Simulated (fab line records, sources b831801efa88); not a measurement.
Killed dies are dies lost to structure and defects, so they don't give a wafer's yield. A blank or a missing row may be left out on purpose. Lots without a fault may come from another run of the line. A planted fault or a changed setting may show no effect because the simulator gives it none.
Tool commonality check | flow gf180mcu | 13 lots, 39 wafers sampled

WHY IT WAS OPENED
At GF_V1_THK_MEAS_01 the reading V1_CVD_00_THK is flagged on 2 of 13 lots. Wafers without a fault read 605 nm, standard deviation 5.6.
Rule: a lot is flagged when every wafer of it that has a number lies more than 4 standard deviations from that mean, or none has a number. The other lots count as sound.

lot  | measured     | on            | V1_CVD_00_THK (nm), wafer by wafer | flag
L116 | day 17 06:15 | film_metro-02 | 601 605 606                        |
L117 | day 17 14:52 | film_metro-01 | 601 602 606                        |
L120 | day 18 21:13 | film_metro-01 | 608 601 606                        |
L121 | day 19 08:34 | film_metro-04 | 602 602 602                        |
L122 | day 19 18:21 | film_metro-02 | 595 596 605                        |
L123 | day 20 06:13 | film_metro-04 | 598 596 601                        |
L126 | day 21 08:14 | film_metro-02 | 477 479 482                        | FLAGGED
L127 | day 21 18:58 | film_metro-02 | 485 486 491                        | FLAGGED
L133 | day 23 19:02 | film_metro-02 | 600 601 600                        |
L134 | day 23 23:43 | film_metro-04 | 603 604 605                        |
L136 | day 24 14:10 | film_metro-04 | 604 598 596                        |
L137 | day 24 22:12 | film_metro-04 | 605 607 620                        |
L138 | day 25 06:02 | film_metro-04 | 605 605 598                        |
The numbers of the flagged lots are 483 nm on average: -122 nm against the usual, or -22 standard deviations.

WHICH TOOL RAN EACH LOT
The record holds 1 process step before the reading, out of a route of 602 steps. In each cell: the tool, then ch and the chambers that the sampled wafers went through, then the start.
lot  | flag    | GF_V1_CVD_00
L116 |         | hdpcvd-02 ch 0,1,2, day 17 06:10
L117 |         | hdpcvd-01 ch 1,2, day 17 14:48
L120 |         | hdpcvd-01 ch 1,2, day 18 21:09
L121 |         | hdpcvd-02 ch 0,1,2, day 19 08:29
L122 |         | hdpcvd-01 ch 0,1,2, day 19 18:17
L123 |         | hdpcvd-02 ch 0,1, day 20 06:09
L126 | FLAGGED | hdpcvd-01 ch 1,2, day 21 08:10
L127 | FLAGGED | hdpcvd-01 ch 0,1, day 21 18:53
L133 |         | hdpcvd-02 ch 0,1,2, day 23 18:58
L134 |         | hdpcvd-02 ch 0,1, day 23 23:38
L136 |         | hdpcvd-02 ch 0,1,2, day 24 14:05
L137 |         | hdpcvd-01 ch 0,1,2, day 24 22:07
L138 |         | hdpcvd-01 ch 1,2, day 25 05:58
What these steps do:
- GF_V1_CVD_00: deposits SiO2, target thk 600 nm, time 100 s.
- GF_V1_THK_MEAS_01

FLAGGED OVER TOTAL, TOOL BY TOOL (the gauges that took the reading come last)
step              | tool          | lots run | flagged | share of the flagged lots | sound lots run after its first flagged lot
GF_V1_CVD_00      | hdpcvd-01     | 7        | 2       | all                       | 2 (L137,L138)
GF_V1_CVD_00      | hdpcvd-02     | 6        | 0       | none                      | -
GF_V1_THK_MEAS_01 | film_metro-01 | 2        | 0       | none                      | -
GF_V1_THK_MEAS_01 | film_metro-02 | 5        | 2       | all                       | 1 (L133)
GF_V1_THK_MEAS_01 | film_metro-04 | 6        | 0       | none                      | -

WHAT THE TABLE ALLOWS
2 rows of the table ran every flagged lot: hdpcvd-01 at GF_V1_CVD_00, film_metro-02 at GF_V1_THK_MEAS_01.
- hdpcvd-01 at GF_V1_CVD_00: 2 of its 7 lots flagged. Sound lots ran on it after the first flagged one (L137, L138), which a lasting fault on the whole tool wouldn't allow. Its own readings lie more than 4 standard deviations out on every wafer of the flagged lots: sih4_flow_sccm.
- film_metro-02 at GF_V1_THK_MEAS_01: 2 of its 5 lots flagged. Sound lots ran on it after the first flagged one (L133), which a lasting fault on the whole tool wouldn't allow.
No row of the table ran every flagged lot and no sound lot after the first.

WHAT THE SIMULATOR HAD PUT IN
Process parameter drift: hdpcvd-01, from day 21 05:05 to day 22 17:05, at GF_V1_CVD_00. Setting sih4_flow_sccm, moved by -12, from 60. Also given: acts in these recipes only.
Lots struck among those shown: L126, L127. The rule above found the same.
